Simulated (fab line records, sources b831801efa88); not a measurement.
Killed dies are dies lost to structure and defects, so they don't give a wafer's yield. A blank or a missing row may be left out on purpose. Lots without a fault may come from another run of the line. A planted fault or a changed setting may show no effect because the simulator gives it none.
A struck lot beside a sound one | flow sky130 | 18 steps out of a route of 708
Sound: wafers L893.1, L893.5, L893.6. Struck: wafers L909.1, L909.3, L909.6. The cause comes at the end.
At each step with rows: each side's tool, then ch and its chambers, then its first start. Under that, the readings that differ: sound wafers | struck wafers | difference of the means | sigmas: that difference in standard deviations of wafers without a fault.
alike: readings whose means differ by less than 2 such deviations, and words and numbers that are the same on both sides. not compared: withheld readings, readings that some wafer has no value for, bounds like >300 that may hide the same value, and numbers for which the record gives no deviation and whose values overlap.
The two part at a step that has a row with sigmas, a row that says differs or no value, or rows on one side only. Numbers that don't overlap but have no deviation are shown without sigmas and don't part them. A reading that every wafer of one side lacks parts them only if that side has two wafers or more.

SKY_LDD_HVP_STRIP_09: strips in O2/N2.
  sound on plasma_asher-02 ch 0,1, day 23 05:13; struck on plasma_asher-01 ch 0, day 28 09:30
  alike: drypump_motor_current_A, oes_product_au, strip_time_to_endpoint_s
  not compared: rf_hours_counter_h
SKY_LDD_HVP_TW_MEAS_10:
  sound on film_metro-01, day 23 05:19; struck on film_metro-02, day 28 09:36
  alike: LDD_HVP_TW
then, 7 steps without rows for these wafers: SKY_LDD_LDN_DEHYDRATE_00 (time 60 s); SKY_LDD_LDN_HMDS_01 (prime time 60 s); SKY_LDD_LDN_COAT_02 (resist thk 1140 nm); SKY_LDD_LDN_SOFTBAKE_03 (time 60 s); SKY_LDD_LDN_EXPOSE_04 (exposes mask LDNTM, target cd 700 nm); SKY_LDD_LDN_PEB_05; SKY_LDD_LDN_DEVELOP_06 (develop time 60 s).
SKY_LDD_LDN_OVL_MEAS_07:
  sound on overlay-01, day 24 10:47; struck on overlay-02, day 29 13:31
  alike: LDD_LDN_OVL
then, 2 steps without rows for these wafers: SKY_LDD_LDN_IMPLANT_08; SKY_LDD_LDN_IMPLANT_09.
SKY_LDD_LDN_IMPLANT_10:
  sound on implanter-02 ch 0, day 24 11:07; struck on implanter-02 ch 0, day 29 13:50
  reading            | sound                           | struck                        | difference | sigmas
  dose_ions_cm2      | 1.2478e+13 1.248e+13 1.2504e+13 | 6.338e+12 6.336e+12 6.318e+12 | -6.157e+12 | -99 or more
  faraday_current_uA | 71.4 69.7 69.6                  | 34.5 36.1 34.7                | -35.1      | -25
  alike: beam_energy_keV
then, 1 step without rows for these wafers: SKY_LDD_LDN_IMPLANT_11.
SKY_LDD_LDN_STRIP_12: strips in O2/N2.
  sound on plasma_asher-04 ch 0,1, day 24 11:25; struck on plasma_asher-04 ch 0,1, day 29 14:08
  alike: drypump_motor_current_A, oes_product_au, strip_time_to_endpoint_s
  not compared: rf_hours_counter_h
SKY_LDD_LDN_TW_MEAS_13:
  sound on film_metro-01, day 24 11:31; struck on film_metro-03, day 29 14:14
  reading    | sound          | struck         | difference | sigmas
  LDD_LDN_TW | 1473 1481 1484 | 1423 1421 1424 | -57        | -7
then, 1 step without rows for these wafers: SKY_LDD_LDN_CLEAN_14 (cleans in SC1/SC2, time 150 s).
-- the record jumps here: 21 days lie between the struck wafers' starts before and after (it left off in module LDD_LDN and takes up again in module PAD_OPEN, whose first step shown is number 708 of the route) --
SKY_PAD_OPEN_PROBE_99:
  sound on prober-01, day 47 01:06; struck on prober-02, day 50 10:11
  reading                         | sound          | struck         | difference | sigmas
  model.etest.tip_sonos.rs_ohm_sq | 2634 2585 2600 | 2895 2862 2861 | +266       |
  alike: killed_at_M0_to_M3, killed_at_M4_up, killed_at_contacts, killed_at_front_end, killed_at_other, killed_dies, killed_open, killed_short

WHERE THEY PART
First at SKY_LDD_LDN_IMPLANT_10; last, within this record, at SKY_LDD_LDN_TW_MEAS_13. Later steps at which nothing parts them and some readings are alike: SKY_PAD_OPEN_PROBE_99.

WHY: what the simulator had put in
Process parameter drift: implanter-02, from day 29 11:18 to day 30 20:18, at SKY_LDD_LDN_IMPLANT_10. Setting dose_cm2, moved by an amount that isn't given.
